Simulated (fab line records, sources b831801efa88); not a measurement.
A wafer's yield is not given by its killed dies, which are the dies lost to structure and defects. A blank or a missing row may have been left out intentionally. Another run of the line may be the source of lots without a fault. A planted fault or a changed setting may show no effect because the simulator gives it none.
One fault seen from 2 desks -- flow gf180mcu -- each desk has only its own numbers; what lay behind them comes last

METROLOGY DESK
Lot by lot, what the gauges showed, no matter which tool ran the lot: averages of those sampled wafers that carry a number. A lot is out of limits, marked OUT, if its mean lies more than 4 standard deviations from the usual mean; the brackets give that distance.
Columns: A = SAB_CVD_00_THK at GF_SAB_THK_MEAS_01, usual 50.1 nm
lot,first seen here,A
L304,day 14 04:17,50.0
L305,day 14 10:44,49.7
L306,day 14 21:17,50.8
L307,day 15 04:41,50.1
L308,day 15 17:21,49.4
L310,day 15 21:55,50.2
L311,day 16 06:23,50.0
L313,day 17 02:56,49.4
L320,day 20 09:34,50.9
L321,day 21 06:03,50.1
L324,day 22 06:45,50.2
L326,day 22 15:11,50.4
L327,day 22 16:21,50.9
L325,day 22 17:35,50.9
Result from this desk: across the 14 lots, nothing is out of limits.

FOR THE TOOL OWNER'S DESK: lithoTrack-03
The tool's own readings at GF_SAB_COAT_04 (resist thk 1000 nm): means of the sampled wafers that have a number, for each lot that ran on this tool. A lot is out of limits, marked OUT, if its mean lies more than 4 standard deviations from the usual mean; the brackets give that distance.
Columns: A = spinSpeedRpm at GF_SAB_COAT_04, usual 2999.6 rpm
lot,first seen here,A
L308,day 16 03:25,2999.5
L310,day 16 08:38,3000.6
L320,day 20 20:55,2999.1
L321,day 21 17:13,3000.2
Result from this desk: across the 4 lots, nothing is out of limits.

PUT TOGETHER
The metrology desk saw nothing out of limits.
Nothing out of limits was seen by the tool owner's desk.

WHAT THE SIMULATOR HAD INSERTED
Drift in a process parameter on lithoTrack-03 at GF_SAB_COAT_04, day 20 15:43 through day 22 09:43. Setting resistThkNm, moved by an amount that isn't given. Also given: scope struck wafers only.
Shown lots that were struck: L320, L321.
